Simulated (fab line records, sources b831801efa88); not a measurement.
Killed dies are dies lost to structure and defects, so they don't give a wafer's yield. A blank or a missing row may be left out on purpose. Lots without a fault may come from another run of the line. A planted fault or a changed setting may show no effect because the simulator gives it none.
fab line records | flow sky130
record lots=6 wafers=18 last_day=50
route steps=708 shown POLY_GATE@234 LDD_N@237 PAD_OPEN@708
lots that met no fault: from a run of the same line without faults
start_h: hours from the record's first day to the start of the lot's first wafer shown | wait_h: hours since the lot's step before | " the same as in the row above | L1.1+2: a row that stands for several wafers | - no value, or no start given | * or withheld: withheld | < > ~ a bound
route shown NAME@n: a module of which the file shows steps, and the number in the route of the first | usual: mean/standard deviation of fault-free wafers | same: alike in all rows | chamber/n: place in a boat | sites: the reading at each site | _std_site: their standard deviation | _edge_site: outer sites' mean less inner sites' | radius_mm: how far each site lies from the wafer's centre | mask NAME#n: copy n | behind: the tool/chamber that last shaped the wafer | hold: why the lot was held/for how many hours/how that ended | device: the transistor (n, p or np) that didn't switch | end of line: the same wafers' tests at the end of the route | a step without rows: its recipe alone | killed: dies lost to structure and defects at the first sort, not the wafer's yield | map: a wafer's dies, x killed, . not, _ none there
set.NAME: the setting as run; set.NAME@STEP: as run at that earlier step | model.NAME: the simulator's own value behind a step, which no gauge read
lots at some steps of the route; a table a step, a row a wafer
services: from which hour (start_h, from the record's first day; less than 0 if before it) a tool's chamber was out of use, for how many hours, and why
## steps
# step SKY_POLY_GATE_OXIDATION_20
# recipe temp_c=850 ambient=O2 stabilise_s=600 purge_s=300 target_thk_a=40 ox_time_s=899
# step SKY_POLY_GATE_THK_MEAS_21
# recipe reads=SiO2_of_POLY_GATE_OXIDATION_20
# usual POLY_GATE_OXIDATION_THK=3.98/0.071
# columns lot.wafer tool chamber start_h wait_h POLY_GATE_OXIDATION_THK[nm]
L249.1 film_metro-04 - 398.39 0.0 3.97
L249.3 " - " " 3.95
L249.5 " - " " 4.05
L255.2 film_metro-04 - 450.15 0.0 3.99
L255.3 " - " " 4.02
L255.4 " - " " 4.03
L254.3 film_metro-03 - 450.16 0.0 4.04
L254.4 " - " " 3.99
L254.6 " - " " 4.04
L256.3 film_metro-03 - 457.16 0.0 3.95
L256.4 " - " " 4.11
L256.6 " - " " 3.86
L266.3 film_metro-03 - 541.77 0.0 3.90
L266.4 " - " " 3.96
L266.5 " - " " 3.93
L268.3 film_metro-01 - 570.56 0.0 3.91
L268.4 " - " " 3.96
L268.6 " - " " 4.00
# step SKY_POLY_GATE_CD_MEAS_22
# usual cd_nm=149.5/2.2
# columns lot.wafer tool chamber start_h wait_h cd_nm
L249.1 cd_sem-01 - 398.45 0.1 145.6
L249.3 " - " " 148.7
L249.5 " - " " 150.4
L255.2 cd_sem-01 - 450.23 0.1 149.0
L255.3 " - " " 147.1
L255.4 " - " " 145.5
L254.3 cd_sem-02 - 450.26 0.1 148.0
L254.4 " - " " 148.5
L254.6 " - " " 145.4
L256.3 cd_sem-01 - 457.26 0.1 150.2
L256.4 " - " " 151.1
L256.6 " - " " 152.0
L266.3 cd_sem-02 - 541.86 0.1 148.3
L266.4 " - " " 146.9
L266.5 " - " " 152.8
L268.3 cd_sem-01 - 570.66 0.1 149.7
L268.4 " - " " 148.1
L268.6 " - " " 150.2
# step SKY_LDD_N_DEHYDRATE_00
# recipe temp_c=200 time_s=60
# step SKY_LDD_N_HMDS_01
# recipe prime_time_s=60 prime_temp_c=120
# step SKY_LDD_N_COAT_02
# recipe resist=NOVOLAK spin_rpm=3000 resist_thk_nm=300
# step SKY_LDD_N_SOFTBAKE_03
# recipe temp_c=90 time_s=60 resist=NOVOLAK
# step SKY_LDD_N_EXPOSE_04
# recipe mask_id=NTM target_cd_nm=840 na=0.6 source_shape=conventional sigma_outer=0.6 dose_mj=110
# step SKY_LDD_N_PEB_05
# recipe temp_c=withheld time_s=* resist=NOVOLAK
# step SKY_LDD_N_DEVELOP_06
# recipe develop_time_s=60 dev_temp_c=23
# step SKY_LDD_N_OVL_MEAS_07
# usual LDD_N_OVL=-1.4/1.4
# columns lot.wafer tool chamber start_h wait_h LDD_N_OVL[nm]
L249.1 overlay-02 - 427.56 0.1 -2.9
L249.3 " - " " -1.5
L249.5 " - " " -2.6
L255.2 overlay-01 - 480.28 0.1 -2.5
L255.3 " - " " -1.6
L255.4 " - " " -1.3
L254.3 overlay-01 - 481.12 0.1 -3.1
L254.4 " - " " -3.1
L254.6 " - " " -2.0
L256.3 overlay-02 - 486.60 0.1 -0.5
L256.4 " - " " 0.9
L256.6 " - " " 0.9
L266.3 overlay-02 - 571.49 0.1 -2.0
L266.4 " - " " -1.3
L266.5 " - " " -2.3
L268.3 overlay-02 - 598.67 0.1 0.0
L268.4 " - " " -2.1
L268.6 " - " " -1.2
# step SKY_LDD_N_IMPLANT_08
# recipe species=As energy_kev=20 dose_cm2=7.5e+13 tilt_deg=withheld rotation_deg=23
# step SKY_LDD_N_IMPLANT_09
# recipe species=As energy_kev=20 dose_cm2=7.5e+13 tilt_deg=withheld rotation_deg=113
# usual beam_energy_keV=20.001/0.0065
# columns lot.wafer tool chamber start_h wait_h beam_energy_keV model.implant.rp_nm model.implant.drp_nm
L249.1 implanter-03 0 427.74 0.1 20.006 15.71 7.212
L249.3 " 0 " " 20.015 15.71 7.212
L249.5 " 0 " " 20.010 15.71 7.212
L255.2 implanter-01 0 480.49 0.1 17.763 14.61 6.647
L255.3 " 0 " " 17.756 14.61 6.647
L255.4 " 0 " " 17.763 14.61 6.647
L254.3 implanter-04 0 481.34 0.1 20.013 16.1 7.212
L254.4 " 0 " " 20.005 16.1 7.212
L254.6 " 0 " " 19.999 16.1 7.212
L256.3 implanter-01 0 486.82 0.1 17.752 14.36 6.647
L256.4 " 0 " " 17.748 14.36 6.647
L256.6 " 0 " " 17.750 14.36 6.647
L266.3 implanter-01 0 571.71 0.1 19.992 15.61 7.212
L266.4 " 0 " " 19.992 15.61 7.212
L266.5 " 0 " " 19.995 15.61 7.212
L268.3 implanter-03 0 598.89 0.1 20.006 15.27 7.212
L268.4 " 0 " " 20.006 15.27 7.212
L268.6 " 0 " " 19.999 15.27 7.212
# step SKY_LDD_N_IMPLANT_10
# recipe species=As energy_kev=20 dose_cm2=7.5e+13 tilt_deg=withheld rotation_deg=203
# step SKY_PAD_OPEN_PROBE_99
# usual killed_at_M0_to_M3=42/7.4 killed_at_M4_up=3.3/2.1 killed_at_contacts=24/5.3 killed_at_front_end=15/4.5 killed_at_other=0.3/0.57 killed_dies=84/10 killed_open=46/7.5 killed_short=38/6.4
# same gross_dies=492 killed_at_back_side=0
# columns lot.wafer tool chamber start_h wait_h killed_at_M0_to_M3 killed_at_M4_up killed_at_contacts killed_at_front_end killed_at_other killed_dies killed_open killed_short
L256.3 prober-02 - 1131.57 0.2 42 4 30 17 0 93 51 42
L256.4 prober-02 - 1131.62 0.2 35 3 23 19 0 80 51 29
L256.6 prober-02 - 1131.72 0.2 36 4 22 22 0 84 42 42
# killed by level:class
L256.3 VIA1:geometric_particle:open=12 CONTACT:geometric_particle:open=10 LI_CONTACT:geometric_particle:open=10 FIELD_ISO:geometric_particle:short=8 LOCAL_INTERCONNECT:geometric_particle:short=5 VIA3:geometric_particle:short=5 METAL2:geometric_particle:short=5 VIA3:geometric_particle:open=5
L256.4 VIA3:geometric_particle:open=10 CONTACT:geometric_particle:open=8 VIA1:geometric_particle:open=7 FIELD_ISO:geometric_particle:open=6 LI_CONTACT:geometric_particle:open=5 CONTACT:geometric_particle:short=5 VIA2:geometric_particle:open=5 FIELD_ISO:geometric_particle:short=4
L256.6 VIA1:geometric_particle:open=15 FIELD_ISO:geometric_particle:open=7 LI_CONTACT:geometric_particle:open=7 FIELD_ISO:geometric_particle:short=6 CONTACT:geometric_particle:open=5 POLY_GATE:geometric_particle:short=4 LOCAL_INTERCONNECT:geometric_particle:short=4 CONTACT:geometric_particle:short=4
## services
# columns tool chamber start_h hours kind
implanter-04 - 431.02 1.0 repair
implanter-04 - 440.14 0.8 repair
implanter-04 - 467.78 8.6 repair
implanter-04 - 552.97 1.3 repair
implanter-03 - 563.62 6.5 repair
## key
first_sign step=SKY_LDD_N_IMPLANT_09 reading=beam_energy_keV direction=down sigmas=99+ usual=* struck=*
effect none on later readings
model_effect step=SKY_LDD_N_IMPLANT_09 value=implant.rp_nm without=15.78 struck=14.49
met_at SKY_LDD_N_IMPLANT_09
struck_wafers L255.2,L255.3,L255.4,L256.3,L256.4,L256.6
tester_left_out L255,L256
fault kind=process_parameter_drift tool=implanter-01 chamber=- onset_h=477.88 steps=SKY_LDD_N_IMPLANT_09 channel=energy_kev offset=* shape=step end_h=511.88 acts_in=* stated=*
# tester_left_out: of these lots the tester's yield and bins aren't shown, on N5 and GAA mostly nor the transistor test; their killed dies are dies lost to structure and defects alone, not to doping, threshold or leakage, so they don't give the yield
